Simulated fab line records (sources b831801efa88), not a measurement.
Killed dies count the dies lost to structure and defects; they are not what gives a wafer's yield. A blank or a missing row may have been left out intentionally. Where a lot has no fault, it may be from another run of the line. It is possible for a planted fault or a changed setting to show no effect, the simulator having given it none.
Matching of chambers + flow sky130 + SKY_CAP2M_CVD_00 on pecvd-01: 3 sister chambers
The step deposits SiO2, target thk 15.5 nm. 6 wafers are shown with their chamber, then 8 later ones without.

## WAFERS PAIRED WITH THEIR CHAMBERS
| wafer  | chamber | rf_fwd_power_W (W) | heater_power_w (W) |
|--------|---------|--------------------|--------------------|
| L078.2 | 1       | 442.7              | 821                |
| L078.6 | 0       | 438.6              | 669                |
| L081.1 | 1       | 442.0              | 750                |
| L084.3 | 0       | 440.4              | 696                |
| L084.5 | 2       | 438.3              | 839                |
| L087.1 | 2       | 440.9              | 732                |

## WAFERS MISSING THEIR CHAMBER
| wafer  | rf_fwd_power_W (W) | heater_power_w (W) |
|--------|--------------------|--------------------|
| L087.3 | 441.7              | 716                |
| L087.6 | 439.9              | 727                |
| L089.1 | 439.6              | 708                |
| L089.4 | 439.3              | 709                |
| L089.5 | 442.6              | 799                |
| L088.1 | 437.4              | 660                |
| L088.4 | 440.4              | 697                |
| L088.5 | 442.7              | 801                |

## EACH ONE'S CHAMBER
| wafer  | from the rows above          | in truth |
|--------|------------------------------|----------|
| L087.3 | can't be placed: 1 or 0 or 2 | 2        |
| L087.6 | can't be placed: 0 or 2 or 1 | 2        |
| L089.1 | can't be placed: 0 or 2      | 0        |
| L089.4 | can't be placed: 0 or 2      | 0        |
| L089.5 | can't be placed: 1 or 2      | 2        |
| L088.1 | can't be placed: 0 or 2      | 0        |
| L088.4 | can't be placed: 0 or 2 or 1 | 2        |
| L088.5 | can't be placed: 1 or 2      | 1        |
0 of 8 placed correctly. Can't be placed from these rows: 8 (the true chamber is among the candidates in 8). 0 placed wrongly.
How it was worked out, from the rows above alone: a wafer's distance from a chamber is the root of the sum, over the readings, of the square of ((its reading less the chamber's mean) divided by the reading's scatter). If the next closest chamber is less than 2 further off than the closest, the wafer can't be placed; otherwise it belongs to the closest. Each chamber's mean is taken over the wafers shown for it. The scatter is the square root of a quotient: the sum, over the shown wafers, of each reading's squared deviation from its chamber's mean, divided by wafers minus chambers.
